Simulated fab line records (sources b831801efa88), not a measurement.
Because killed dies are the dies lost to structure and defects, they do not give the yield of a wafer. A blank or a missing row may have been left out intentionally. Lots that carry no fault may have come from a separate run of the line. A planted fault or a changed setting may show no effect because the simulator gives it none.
2 desks looking at one fault -- flow sfq line -- each desk holds nothing but its own numbers, with what lay behind them at the end

THE METROLOGY DESK
Means of the sampled wafers that have a number, per lot and without regard to the tool the lot ran on: this is what the gauges read. If a lot's mean is further than 4 standard deviations from the usual mean, the lot is out of limits and carries the mark OUT (the distance appears in the brackets).
Columns: A = M3_OVL at SFQ_M3_OVL_MEAS_921, usual -4 nm; B = I3_BOW at SFQ_I3_BOW_MEAS_922, usual 4 um; C = I3_OVL at SFQ_I3_OVL_MEAS_923, usual 0 nm; D = M4_NB_RS at SFQ_M4_RS_MEAS_924, usual 0.892 ohm/sq; E = M4_OVL at SFQ_M4_OVL_MEAS_926, usual 1 nm; F = M8_BOW at SFQ_M8_BOW_MEAS_951, usual 9 um
lot,first seen here,A,B,C,D,E,F
L924,day 37 14:00,4,8,2,0.893,6,16
L929,day 39 15:18,8,-6,1,0.886,-3,2
L933,day 41 04:12,-15,-3,-9,0.900,2,3
L941,day 44 04:07,-8,-10,9,0.906,5,1
L943,day 44 14:56,-5,2,5,0.888,-0,3
This desk found nothing out of limits on any of the 5 lots.

FOR THE TOOL OWNER'S DESK: cmp-02
The tool's own readings at SFQ_TRILAYER_I3_CMP_CMP_082 (polishes SiO2): means of the sampled wafers that have a number, for each lot that ran on this tool. If a lot's mean is further than 4 standard deviations from the usual mean, the lot is out of limits and carries the mark OUT (the distance appears in the brackets).
Columns: A = edge zone pressure frac at SFQ_TRILAYER_I3_CMP_CMP_082, usual 1.001; B = motor current A at SFQ_TRILAYER_I3_CMP_CMP_082, usual 10.2 A; C = time to endpoint s at SFQ_TRILAYER_I3_CMP_CMP_082, usual 210 s
lot,first seen here,A,B,C
L924,day 37 15:05,1.003,10.2,200
L929,day 40 00:12,0.999,10.4,207
L933,day 41 18:47,1.007,9.6,205
L941,day 44 20:47,1.000,9.6,211
L943,day 45 01:17,1.003,10.5,201
This desk found nothing out of limits on any of the 5 lots.

BROUGHT TOGETHER
At the metrology desk, nothing out of limits was observed.
Nothing out of limits was seen by the tool owner's desk.

WHAT THE SIMULATOR HAD PUT IN
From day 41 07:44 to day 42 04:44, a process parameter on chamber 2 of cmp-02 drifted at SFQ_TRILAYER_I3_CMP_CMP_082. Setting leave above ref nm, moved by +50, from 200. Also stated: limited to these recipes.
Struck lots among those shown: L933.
